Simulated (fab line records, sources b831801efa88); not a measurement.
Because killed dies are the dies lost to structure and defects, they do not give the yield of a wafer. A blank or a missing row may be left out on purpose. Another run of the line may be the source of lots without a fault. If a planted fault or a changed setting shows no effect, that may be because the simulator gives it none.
A single fault, viewed from 2 desks :: flow gf180mcu :: numbers are kept per desk, each desk with only its own; the story behind them comes last

== AT THE METROLOGY DESK ==
Lot by lot, what the gauges showed, no matter which tool ran the lot: averages of those sampled wafers that carry a number. Any lot whose mean is over 4 standard deviations away from the usual mean is out of limits and marked OUT; that distance is given in the brackets.
Columns: A = HV_LDD_OVL at GF_HV_LDD_OVL_MEAS_08, usual -0.2 nm; B = NSD_RS at GF_PSD_RS_MEAS_14, usual 46.17 ohm/sq
lot: L908
first seen here: day 10 18:46
A: 0.1
B: 46.27

lot: L910
first seen here: day 11 13:50
A: -0.5
B: 46.01

lot: L911
first seen here: day 11 14:07
A: 0.0
B: 46.24

lot: L912
first seen here: day 11 19:55
A: -2.1
B: 46.23

lot: L914
first seen here: day 12 10:43
A: 0.8
B: 45.97

lot: L917
first seen here: day 13 02:01
A: -0.8
B: 46.03

lot: L920
first seen here: day 13 22:01
A: 0.8
B: 46.87 (+5.8) OUT

lot: L921
first seen here: day 14 06:09
A: 0.9
B: 46.73 (+4.7) OUT

lot: L923
first seen here: day 15 02:31
A: 0.7
B: 46.10

lot: L926
first seen here: day 15 20:13
A: -1.7
B: 46.11

lot: L929
first seen here: day 16 13:03
A: -0.3
B: 46.35

lot: L930
first seen here: day 16 15:46
A: -0.4
B: 46.07
Finding of this desk: L920, L921 out of limits, first seen on L920 at day 18 19:46 (NSD_RS at GF_PSD_RS_MEAS_14). In limits: L908, L910, L911, L912, L914, L917, L923, L926, L929, L930.

== THE TOOL OWNER'S DESK: implanter-01 ==
The tool's own readings at GF_NSD_IMPLANT_10, given as means over the sampled wafers that have a number, one for each lot that went through this tool. Any lot whose mean is over 4 standard deviations away from the usual mean is out of limits and marked OUT; that distance is given in the brackets.
Columns: A = beam-energy-keV at GF_NSD_IMPLANT_10, usual 40.001
lot: L910
first seen here: day 15 01:11
A: 40.002

lot: L912
first seen here: day 15 06:43
A: 40.000

lot: L917
first seen here: day 16 18:59
A: 39.990

lot: L920
first seen here: day 17 19:22
A: 35.220 (-99 or more) OUT

lot: L921
first seen here: day 18 03:31
A: 35.212 (-99 or more) OUT
Finding of this desk: L920, L921 out of limits; the first was L920 at day 17 19:22, on beam-energy-keV at GF_NSD_IMPLANT_10. In limits: L910, L912, L917.

== ALL TOGETHER ==
An alarm could have come from the tool owner's desk at day 17 19:22, on L920, L921.
L920, L921 would have let the metrology desk raise an alarm at day 18 19:46.
All the named lots went through GF_NSD_IMPLANT_10 on implanter-01.

== WHAT THE SIMULATOR HAD PUT IN ==
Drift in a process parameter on implanter-01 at GF_NSD_IMPLANT_10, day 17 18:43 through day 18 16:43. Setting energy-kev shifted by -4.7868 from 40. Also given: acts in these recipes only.
Shown lots that were struck: L920, L921.
Fault start to first reading out of limits, in hours, per desk: tool owner, 1; metrology, 25.
